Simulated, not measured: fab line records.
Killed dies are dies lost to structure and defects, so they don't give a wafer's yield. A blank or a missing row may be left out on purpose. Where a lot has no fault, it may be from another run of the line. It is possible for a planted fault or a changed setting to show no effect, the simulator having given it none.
A lot that was struck, set against a sound lot	flow gf180mcu	27 out of 602 route steps
Sound: these wafers, L899.1, L899.2, L899.5. The struck wafers were L911.2, L911.4, L911.5. The cause is named last.
For every step that has rows: the tool of each side, followed by ch and its chambers, followed by its first start. Under that, the readings that differ: sound wafers	struck wafers	difference of the means	sigmas: that difference in standard deviations of wafers without a fault.
alike: same words and numbers on both sides, and readings whose means sit less than 2 such deviations apart. not compared: any withheld reading, any reading some wafer has no value for, any bound like >300 that may hide the same value, and any number with overlapping values for which the record gives no deviation.
Wherever a step has rows on one side only, a row that says differs or no value, or a row with sigmas, the two part there. Numbers that don't overlap but have no deviation are shown without sigmas and don't part them. A reading that every wafer of one side lacks parts them only if that side has two wafers or more.

GF_LVPWELL_STRIP_10: strips in O2/N2.
  sound on plasma asher-02 ch 0,1, day 4 20:53; struck on plasma asher-03 ch 0,1, day 7 13:58
  alike: chamber pressure mTorr, drypump motor current A, heater power w, oes product au, strip time to endpoint s
  not compared: rf hours counter h
GF_LVPWELL_TW_MEAS_11:
  sound on film metro-02, day 4 20:59; struck on film metro-02, day 7 14:04
  alike: LVPWELL_TW
then, 7 steps without rows for these wafers: GF_MVSD_DEHYDRATE_00 (time 60 s); GF_MVSD_HMDS_01 (prime time 60 s); GF_MVSD_COAT_02 (resist thk 3000 nm); GF_MVSD_SOFTBAKE_03; GF_MVSD_EXPOSE_04 (exposes mask MVSD, target cd 1000 nm); GF_MVSD_PEB_05; GF_MVSD_DEVELOP_06 (develop time 60 s).
GF_MVSD_OVL_MEAS_07:
  sound on overlay-01, day 5 10:53; struck on overlay-02, day 8 06:19
  alike: MVSD_OVL
then, 2 steps without rows for these wafers: GF_MVSD_IMPLANT_08; GF_MVSD_IMPLANT_09.
GF_MVSD_STRIP_10: strips in O2/N2.
  sound on plasma asher-02 ch 0,1, day 5 11:13; struck on plasma asher-04 ch 0, day 8 06:38
  no value came back on the struck wafers for any of 5 readings (chamber pressure mTorr (mTorr), drypump motor current A (A) and others); on the sound wafers chamber pressure mTorr (mTorr) reads 1500.1 1500.8 1499.9
reading	sound	struck	difference	sigmas
model.coat_of_MVSD_COAT_02.thk nm (nm)	0 0 0	3012 3003 3004	+3006	
  not compared: rf hours counter h
GF_MVSD_TW_MEAS_11:
  sound on film metro-01, day 5 11:19; struck on film metro-02, day 8 06:45
  alike: MVSD_TW
then, 7 steps without rows for these wafers: GF_MVPSD_DEHYDRATE_00 (time 60 s); GF_MVPSD_HMDS_01 (prime time 60 s); GF_MVPSD_COAT_02 (resist thk 3000 nm); GF_MVPSD_SOFTBAKE_03; GF_MVPSD_EXPOSE_04 (exposes mask MVPSD, target cd 1000 nm); GF_MVPSD_PEB_05; GF_MVPSD_DEVELOP_06 (develop time 60 s).
GF_MVPSD_OVL_MEAS_07:
  sound on overlay-01, day 6 01:33; struck on overlay-02, day 9 00:01
  alike: MVPSD_OVL
then, 2 steps without rows for these wafers: GF_MVPSD_IMPLANT_08; GF_MVPSD_IMPLANT_09.
GF_MVPSD_STRIP_10: strips in O2/N2.
  sound on plasma asher-02 ch 0,1, day 6 01:53; struck on plasma asher-02 ch 0,1, day 9 00:20
reading	sound	struck	difference	sigmas
oes product au (a.u.)	0.717 0.722 0.718	0.740 0.738 0.741	+0.021	+5
strip time to endpoint s (s)	36.88 36.87 36.89	81.55 81.51 81.38	+44.60	+99 or more
  alike: chamber pressure mTorr, drypump motor current A, heater power w
  not compared: rf hours counter h
GF_MVPSD_TW_MEAS_11:
  sound on film metro-03, day 6 01:59; struck on film metro-01, day 9 00:27
reading	sound	struck	difference	sigmas
MVPSD_TW	560.5 557.0 556.0	30.2 30.1 30.1	-527.7	-99 or more
then, 1 step without rows for these wafers: GF_VT_IMPLANT_DEHYDRATE_00 (time 60 s).

WHERE THEY PART
At GF_MVSD_STRIP_10 first; at GF_MVPSD_TW_MEAS_11 last (within this record only).

WHY: whatever the simulator had introduced
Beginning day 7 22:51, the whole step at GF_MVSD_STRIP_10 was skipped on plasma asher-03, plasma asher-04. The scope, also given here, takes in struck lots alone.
